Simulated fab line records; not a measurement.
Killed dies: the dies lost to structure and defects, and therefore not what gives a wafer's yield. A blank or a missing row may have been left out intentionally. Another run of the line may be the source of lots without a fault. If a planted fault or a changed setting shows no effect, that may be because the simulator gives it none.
Matching of chambers :: flow gf180mcu :: GF_M5_ETCH_09 on rie diel-01 has 4 sister chambers
The step etches Si3N4 in CF4/O2, target depth 52 nm, time 11.6 s. 4 wafers are shown with their chamber, then 8 later ones without.

== WAFERS PAIRED WITH THEIR CHAMBERS ==
wafer: L081.6
chamber: 1
throttle valve pct (%): 5.973

wafer: L083.3
chamber: 3
throttle valve pct (%): 5.947

wafer: L083.4
chamber: 0
throttle valve pct (%): 5.973

wafer: L084.1
chamber: 2
throttle valve pct (%): 5.980

== WAFERS WITH NO CHAMBER GIVEN ==
wafer: L084.3
throttle valve pct (%): 5.977

wafer: L084.5
throttle valve pct (%): 5.960

wafer: L088.2
throttle valve pct (%): 5.976

wafer: L088.3
throttle valve pct (%): 5.963

wafer: L088.5
throttle valve pct (%): 5.972

wafer: L095.1
throttle valve pct (%): 5.971

wafer: L095.2
throttle valve pct (%): 5.978

wafer: L095.3
throttle valve pct (%): 5.987

== CHAMBER TAKEN BY EACH ==
wafer: L084.3
from the rows above: can't be placed: 2 or 0 or 1
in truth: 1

wafer: L084.5
from the rows above: can't be placed: 0 or 1 or 3 or 2
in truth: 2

wafer: L088.2
from the rows above: can't be placed: 0 or 1 or 2
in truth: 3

wafer: L088.3
from the rows above: can't be placed: 0 or 1 or 3 or 2
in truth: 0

wafer: L088.5
from the rows above: can't be placed: 0 or 1 or 2
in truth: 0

wafer: L095.1
from the rows above: can't be placed: 0 or 1 or 2
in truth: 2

wafer: L095.2
from the rows above: can't be placed: 2 or 0 or 1
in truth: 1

wafer: L095.3
from the rows above: can't be placed: 2 or 0 or 1
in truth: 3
0 of 8 placed correctly. Not placeable from these rows: 8 (in 6, the candidates include the true chamber). Placed wrongly: 0.
How it was worked out, from the rows above alone: a wafer's distance from a chamber is the root of the sum, over the readings, of the square of ((its reading less the chamber's mean) divided by the reading's scatter). If the next closest chamber is less than 2 further off than the closest, the wafer can't be placed; otherwise it belongs to the closest. A chamber's mean is the mean of its shown wafers. The scatter: with one shown wafer a chamber, the root of the mean of the squares of how far each hidden wafer lies from its nearest shown one.
